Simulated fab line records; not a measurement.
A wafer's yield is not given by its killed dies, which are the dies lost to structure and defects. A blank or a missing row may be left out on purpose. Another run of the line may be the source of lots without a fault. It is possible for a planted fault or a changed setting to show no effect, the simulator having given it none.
The tool behind it: which one? | flow sfq line | Sampling: 15 lots, 43 wafers, 2 of 325 route steps

## WHAT THE GAUGES READ, wafer by wafer
SFQ_M1_RS_MEAS_909: a four-point-probe measurement. Usual: for M1_NB_RS the level is 0.889 ohm/sq and the standard deviation is 0.011.
lot  | measured     | on            | M1_NB_RS (ohm/sq) | flag
L619 | day 16 19:56 | film metro-04 | 0.885 0.882 0.887 |
L620 | day 17 00:46 | film metro-04 | 0.885 0.884 0.889 |
L621 | day 17 04:22 | film metro-01 | 0.903 0.893 0.891 |
L622 | day 17 15:18 | film metro-03 | 0.905 0.897 0.896 |
L623 | day 18 11:47 | film metro-03 | 0.879 0.885 0.870 |
L626 | day 20 03:19 | film metro-01 | 0.873 1.001       | OFF
L628 | day 20 15:49 | film metro-03 | 1.012 1.014       | OFF
L630 | day 21 00:21 | film metro-04 | 0.886 1.022 0.898 | OFF
L633 | day 21 03:46 | film metro-01 | 0.884 0.884 0.880 |
L635 | day 21 06:13 | film metro-03 | 0.891 0.894 0.896 |
L636 | day 21 07:32 | film metro-01 | 0.868 0.857 0.873 |
L638 | day 21 09:56 | film metro-03 | 0.884 0.884 0.879 |
L639 | day 21 10:57 | film metro-01 | 0.904 0.911 0.898 |
L641 | day 21 13:21 | film metro-01 | 0.894 0.905 0.905 |
L642 | day 21 14:45 | film metro-03 | 0.877 0.880 0.887 |

## EACH LOT AND THE TOOL THAT RAN IT (in order: tool; ch and the chambers of the sampled wafers; start)
lot  | SFQ_TRILAYER_M1_DEP_SPUTTER_037
L619 | pvd sputter-05, day 16 19:51
L620 | pvd sputter-05, day 17 00:39
L621 | pvd sputter-05, day 17 04:16
L622 | pvd sputter-03, day 17 15:10
L623 | pvd sputter-03, day 18 11:42
L626 | pvd sputter-05, day 20 03:13
L628 | pvd sputter-05, day 20 15:41
L630 | pvd sputter-05, day 21 00:14
L633 | pvd sputter-03, day 21 03:41
L635 | pvd sputter-04, day 21 06:05
L636 | pvd sputter-03, day 21 07:26
L638 | pvd sputter-04, day 21 09:50
L639 | pvd sputter-03, day 21 10:52
L641 | pvd sputter-04, day 21 13:16
L642 | pvd sputter-03, day 21 14:38
- SFQ_TRILAYER_M1_DEP_SPUTTER_037: material Nb, target thk 200 nm, time 133.3 s.

## AS READ BY THE TOOLS THEMSELVES (means over the sampled wafers that have a number; for cases with no such wafer, the mark the record gives instead)
SFQ_TRILAYER_M1_DEP_SPUTTER_037. Usual: 29.8 % for throttle valve pct, sd 0.7.
lot  | tool           | throttle valve pct (%) | flag
L619 | pvd sputter-05 | 29.4                   |
L620 | pvd sputter-05 | 29.3                   |
L621 | pvd sputter-05 | 29.3                   |
L622 | pvd sputter-03 | 29.9                   |
L623 | pvd sputter-03 | 29.7                   |
L626 | pvd sputter-05 | 29.0                   |
L628 | pvd sputter-05 | 29.0                   |
L630 | pvd sputter-05 | 29.5                   |
L633 | pvd sputter-03 | 29.5                   |
L635 | pvd sputter-04 | 30.9                   |
L636 | pvd sputter-03 | 30.1                   |
L638 | pvd sputter-04 | 30.8                   |
L639 | pvd sputter-03 | 29.9                   |
L641 | pvd sputter-04 | 30.9                   |
L642 | pvd sputter-03 | 30.0                   |

## THE ANSWER, worked out from the rows above alone
Rule: a lot is off if the mean of its wafers that have a number lies more than 3 standard deviations from the usual mean. Also off: a lot with no number at a reading for which 4 or more lots have one. Where the step has rows for the other lots, those lots are counted as sound. After the gauges, taken in route order, come the tools' own readings; for these a lot's mean is taken, as printed above. At the first step where some lot is off, the reading lying furthest off is the one used; lots without a number count as furthest.
Off: L626, L628, L630, at SFQ_M1_RS_MEAS_909 (M1_NB_RS).
A tool fits if, at a process step before that reading, it ran every lot that is off, and no sound lot after the first of them. The gauges at SFQ_M1_RS_MEAS_909 are tried like those tools. One fits: SFQ_TRILAYER_M1_DEP_SPUTTER_037 on pvd sputter-05. A fault onset in the window from L621 (day 17 04:16, its last sound lot) to L626 (day 20 03:13, its first lot off) fits.

## WHAT THE SIMULATOR PUT IN
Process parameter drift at SFQ_TRILAYER_M1_DEP_SPUTTER_037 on pvd sputter-05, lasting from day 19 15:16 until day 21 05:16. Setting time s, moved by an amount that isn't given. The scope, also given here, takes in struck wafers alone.
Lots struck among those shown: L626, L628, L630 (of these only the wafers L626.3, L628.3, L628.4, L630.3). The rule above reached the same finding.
